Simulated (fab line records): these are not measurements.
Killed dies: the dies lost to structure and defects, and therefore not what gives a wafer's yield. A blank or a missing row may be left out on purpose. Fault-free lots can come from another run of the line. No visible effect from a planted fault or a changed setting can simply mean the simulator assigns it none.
Matching of chambers | flow sky130 | 4 sister chambers for SKY_VIA1_CMP_02 on cmp-02
The step polishes SiO2. 22 wafers are shown with their chamber, then 11 later ones without.

## WAFERS WITH THEIR CHAMBER
wafer  | chamber | motor-current-A (A) | slurry-flow-ml-min
L074.1 | 0       | 15.2                | 150.6
L074.3 | 1       | 13.0                | 150.0
L074.4 | 3       | 12.5                | 150.5
L075.4 | 3       | 12.2                | 150.4
L075.5 | 2       | 10.7                | 150.0
L075.6 | 1       | 13.1                | 149.7
L076.3 | 0       | 14.7                | 149.5
L076.5 | 3       | 11.3                | 150.2
L076.6 | 2       | 10.6                | 149.7
L077.1 | 0       | 14.1                | 150.4
L077.5 | 1       | 12.8                | 149.8
L077.6 | 2       | 10.5                | 149.8
L080.1 | 1       | 12.5                | 149.0
L080.3 | 3       | 12.4                | 150.5
L080.4 | 2       | 10.7                | 148.9
L081.1 | 3       | 12.5                | 150.1
L081.3 | 2       | 10.2                | 150.5
L081.4 | 1       | 12.6                | 149.6
L091.1 | 0       | 14.9                | 149.6
L091.4 | 3       | 11.9                | 149.6
L091.5 | 0       | 15.7                | 149.6
L092.3 | 3       | 11.6                | 150.5

SIGNATURES (averages over the wafers above)
reading            | chamber 0 | chamber 1 | chamber 2 | chamber 3 | scatter within a chamber
motor-current-A    | 14.920    | 12.800    | 10.540    | 12.057    | 0.42
slurry-flow-ml-min | 149.940   | 149.620   | 149.780   | 150.257   | 0.45
Rule: for each reading, subtract the chamber's mean from the wafer's reading, divide by that reading's scatter and square the result; add these up over the readings and take the root, which gives the wafer's distance from the chamber. If the next closest chamber is less than 2 further off than the closest, the wafer can't be placed; otherwise it belongs to the closest. The scatter: the root of (the sum of the squares of (reading less its chamber's mean) over the shown wafers, divided by (wafers less chambers)).

## WAFERS WHOSE CHAMBER IS MISSING
wafer  | motor-current-A (A) | slurry-flow-ml-min
L092.4 | 15.1                | 150.5
L092.5 | 10.5                | 150.7
L093.1 | 11.5                | 150.3
L093.2 | 10.8                | 150.3
L093.5 | 11.5                | 150.0
L094.1 | 15.1                | 150.0
L094.5 | 11.0                | 149.7
L094.6 | 12.3                | 150.3
L097.2 | 14.7                | 149.4
L097.4 | 10.6                | 150.6
L097.6 | 15.8                | 149.5

## WHICH CHAMBER EACH ONE RAN IN
wafer  | from the rows above          | in truth
L092.4 | 0                            | 0
L092.5 | can't be placed: 2 or 3      | 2
L093.1 | can't be placed: 3 or 2      | 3
L093.2 | can't be placed: 2 or 3      | 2
L093.5 | can't be placed: 3 or 2 or 1 | 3
L094.1 | 0                            | 0
L094.5 | can't be placed: 2 or 3      | 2
L094.6 | can't be placed: 3 or 1      | 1
L097.2 | 0                            | 0
L097.4 | can't be placed: 2 or 3      | 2
L097.6 | 0                            | 0
Correct placement for 4 of the 11. These rows do not allow placing 7 (true chamber among the candidates in 7). Wrongly placed: 0.
